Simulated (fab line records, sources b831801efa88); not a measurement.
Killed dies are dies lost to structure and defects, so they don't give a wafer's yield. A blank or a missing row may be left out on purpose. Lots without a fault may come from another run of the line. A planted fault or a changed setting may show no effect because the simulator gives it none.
Which tool did it? | flow sky130 | 6 lots, 18 wafers sampled, at 1 step of a route of 708

WHAT THE GAUGES READ, wafer by wafer
SKY_FIELD_ISO_BOW_MEAS_00.
lot  | measured    | on            | INCOMING_BOW (um)
L115 | day 1 20:00 | film_metro-04 | -6 -11 2
L118 | day 2 11:00 | film_metro-03 | 6 -3 -11
L121 | day 3 02:00 | film_metro-03 | -6 -4 -20
L125 | day 3 22:04 | film_metro-03 | -4 2 -9
L133 | day 5 14:00 | film_metro-01 | 4 8 -8
L135 | day 6 00:01 | film_metro-03 | -5 14 7

WHICH TOOL RAN EACH LOT (tool, then ch and the chambers of the sampled wafers, then the start)
The record holds no process step before these readings.

THE ANSWER, worked out from the rows above alone
Rule: what is usual is taken from the lots themselves. Put in order of their means at a reading, lots are off if they are a third of the lots or fewer, leave a main group of 4 or more, and stand apart from it by a gap of 3 or more times the standard deviation of the main group's means; of several such gaps the widest counts. A main group whose means are all the same, to the digits that the tables above print for the reading, isn't used. A lot without any number at a reading at which 4 lots or more have one is off too. The other lots that the step has rows for count as sound.
No lot is off at any reading shown: from this, nothing can be told.

WHAT THE SIMULATOR HAD PUT IN
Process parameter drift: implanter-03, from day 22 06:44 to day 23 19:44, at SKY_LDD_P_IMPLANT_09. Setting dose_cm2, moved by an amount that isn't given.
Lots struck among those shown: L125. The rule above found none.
